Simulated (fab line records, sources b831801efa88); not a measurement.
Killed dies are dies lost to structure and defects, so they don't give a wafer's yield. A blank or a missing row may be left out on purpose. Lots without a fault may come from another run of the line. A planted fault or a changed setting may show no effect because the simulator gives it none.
Chamber matching | flow gf180mcu | GF_SAB_ETCH_11 on rie_diel-01: 4 sister chambers
The step etches SiO2 in C4F8/O2/Ar, target depth 55 nm, time 8.5 s. 4 wafers are shown with their chamber, then 7 later ones without.

WAFERS WITH THEIR CHAMBER
wafer  | chamber | oes_product_au (a.u.)
L161.3 | 3       | 1.001
L162.3 | 2       | 0.999
L163.2 | 0       | 0.996
L163.4 | 1       | 0.991

WAFERS WITHOUT THEIR CHAMBER
wafer  | oes_product_au (a.u.)
L163.6 | 0.997
L166.2 | 0.997
L166.3 | 1.002
L166.4 | 0.999
L167.2 | 0.998
L167.3 | 0.999
L167.4 | 0.993

WHICH CHAMBER EACH WENT THROUGH
wafer  | from the rows above          | in truth
L163.6 | can't be placed: 0 or 2      | 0
L166.2 | can't be placed: 0 or 2      | 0
L166.3 | can't be placed: 3 or 2      | 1
L166.4 | can't be placed: 2 or 3      | 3
L167.2 | can't be placed: 2 or 0 or 3 | 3
L167.3 | can't be placed: 2 or 3      | 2
L167.4 | can't be placed: 1 or 0      | 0
Placed correctly: 0 of 7. Can't be placed from these rows: 7 (the true chamber is among the candidates in 6). Placed wrongly: 0.
How it was worked out, from the rows above alone: a wafer's distance from a chamber is the root of the sum, over the readings, of the square of ((its reading less the chamber's mean) divided by the reading's scatter). The wafer belongs to the nearest chamber; if the next one is less than 2 further off, it can't be placed. A chamber's mean is the mean of its shown wafers. The scatter: with one shown wafer a chamber, the root of the mean of the squares of how far each hidden wafer lies from its nearest shown one.
